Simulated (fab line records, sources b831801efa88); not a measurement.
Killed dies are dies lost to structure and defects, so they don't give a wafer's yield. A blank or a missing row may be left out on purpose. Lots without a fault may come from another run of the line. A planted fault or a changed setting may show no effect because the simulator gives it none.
One fault seen from 2 desks | flow sfq_line | each desk has only its own numbers; what lay behind them comes last

THE METROLOGY DESK
What the gauges read, lot by lot, whatever tool the lot ran on: means of the sampled wafers that have a number. A lot is out of limits, marked OUT, if its mean lies more than 4 standard deviations from the usual mean; the brackets give that distance.
Columns: A = M4_OVL at SFQ_M4_OVL_MEAS_926, usual -1 nm
lot  | first seen here | A
L522 | day 44 20:23    | -4
L525 | day 44 23:59    | 3
L527 | day 45 15:41    | 1
L528 | day 45 23:23    | 5
L530 | day 46 05:36    | -10
L533 | day 47 10:46    | 8
L534 | day 47 19:10    | -7
L541 | day 55 06:02    | 1
L542 | day 56 11:14    | 3
L543 | day 57 01:46    | -8
L544 | day 57 07:46    | -2
L545 | day 57 14:58    | 7
This desk's finding: nothing out of limits on any of the 12 lots.

THE TOOL OWNER'S DESK: litho_track-03
The tool's own readings at SFQ_TRILAYER_M4_LITHO_DEVELOP_095 (time 60 s): means of the sampled wafers that have a number, for each lot that ran on this tool. A lot is out of limits, marked OUT, if its mean lies more than 4 standard deviations from the usual mean; the brackets give that distance.
Columns: A = chill_plate_temp_C at SFQ_TRILAYER_M4_LITHO_DEVELOP_095, usual 22.97 C; B = exhaust_pa at SFQ_TRILAYER_M4_LITHO_DEVELOP_095, usual 45.0 Pa
lot  | first seen here | A     | B
L527 | day 45 15:35    | 23.01 | 44.5
L530 | day 46 05:28    | 23.03 | 45.9
L534 | day 47 19:01    | 23.03 | 46.0
L545 | day 57 14:50    | 23.05 | 44.6
This desk's finding: nothing out of limits on any of the 4 lots.

PUT TOGETHER
The metrology desk saw nothing out of limits.
The tool owner's desk saw nothing out of limits.

WHAT THE SIMULATOR HAD PUT IN
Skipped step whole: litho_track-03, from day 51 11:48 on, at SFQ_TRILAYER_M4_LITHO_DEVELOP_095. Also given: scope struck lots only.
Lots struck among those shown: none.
